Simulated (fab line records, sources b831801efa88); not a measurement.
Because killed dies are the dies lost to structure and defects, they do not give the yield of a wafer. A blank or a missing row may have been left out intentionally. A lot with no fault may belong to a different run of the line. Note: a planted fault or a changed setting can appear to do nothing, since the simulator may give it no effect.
Problem report in the 8D (eight disciplines) form, filled by code + flow sky130 + the parts of the form that need people (team, actions taken, sign-off) are left out

## 1. THE PROBLEM
Mean of oes-product-au at SKY_SONOS_ONO_STRIP_17: 0.930 a.u. over 3 wafers from 1 lot, against 0.710 a.u. (standard deviation 0.0046) on wafers with no fault. Relative to the usual mean, that is a shift of +48 standard deviations.
The step: strips in O2/N2.
First observed at day 15 15:31: wafer L434.1, on plasma-asher-02. Wafers with a number at this step in the record: 39, from 13 lots. Rule for "out" (also "out of limits"): further than 4 standard deviations from the usual mean. Any other wafer with a number is counted as sound.

## 2. WHAT IT IS AND WHAT IT IS NOT
| question                    | is                     | is not                                                                                                         |
|-----------------------------|------------------------|----------------------------------------------------------------------------------------------------------------|
| which readings at this step | oes-product-au         | drypump-motor-current-A                                                                                        |
| which lots                  | L434                   | L427, L428, L430, L432, L441, L442, L443, L444, L445, L446, L447, L449                                         |
| which wafers of those lots  | all that have a number | -                                                                                                              |
| read on which tools         | plasma-asher-02        | plasma-asher-01, plasma-asher-04                                                                               |
| when                        | from day 15 15:31      | up to then (12 sound wafers); but 24 sound wafers of L441, L442, L443, L444, L445, L446, L447, L449 came after |

## 3. SUSPECTS, AND WHAT RULES EACH OUT
Counting: a tool at a process step up to the reading stays a suspect if it ran every lot that is out and no sound lot after the first of them.
- plasma-asher-02 at SKY_SONOS_ONO_STRIP_17 (strips in O2/N2): ruled out as a lasting fault. After its first lot that is out, L434 (day 15 15:31), sound lots L449 ran on it.
Left after counting: nothing in the record.

## 4. THE CAUSE (what the simulator had put in)
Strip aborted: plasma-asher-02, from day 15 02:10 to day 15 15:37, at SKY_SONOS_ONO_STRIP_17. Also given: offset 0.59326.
Counting ruled it out, wrongly.

## 5. THE CHAIN OF EFFECTS, in route order
Each row: a reading whose mean over the struck wafers that have a number lies more than 3 standard deviations from the usual. Only readings whose record carries a usual standard deviation are examined. hours: median over the lots of the time between each lot's start at the first step of this table that gives one and its start at this step. sigmas: the change, counted in usual standard deviations.
| hours | step                   | reading             | usual      | on struck wafers | change | sigmas |
|-------|------------------------|---------------------|------------|------------------|--------|--------|
| 0     | SKY_SONOS_ONO_STRIP_17 | oes-product-au      | 0.710 a.u. | 0.930            | +0.220 | +48    |
| 814   | SKY_PAD_OPEN_PROBE_99  | killed-at-front-end | 15         | 419              | +404   | +90    |
| 814   | SKY_PAD_OPEN_PROBE_99  | killed-dies         | 86         | 492              | +406   | +43    |
| 814   | SKY_PAD_OPEN_PROBE_99  | killed-on-rim       | 16         | 96               | +80    | +22    |
The process steps in it:
- SKY_SONOS_ONO_STRIP_17: strips in O2/N2.
- SKY_PAD_OPEN_PROBE_99
Readings that are blank on the struck wafers while sound wafers have them: strip-time-to-endpoint-s at SKY_SONOS_ONO_STRIP_17.

## 6. WHAT WOULD HAVE CAUGHT IT SOONER
13 hours passed between the start of the fault at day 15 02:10 and the first reading out of limits in this record, taken at day 15 15:31.
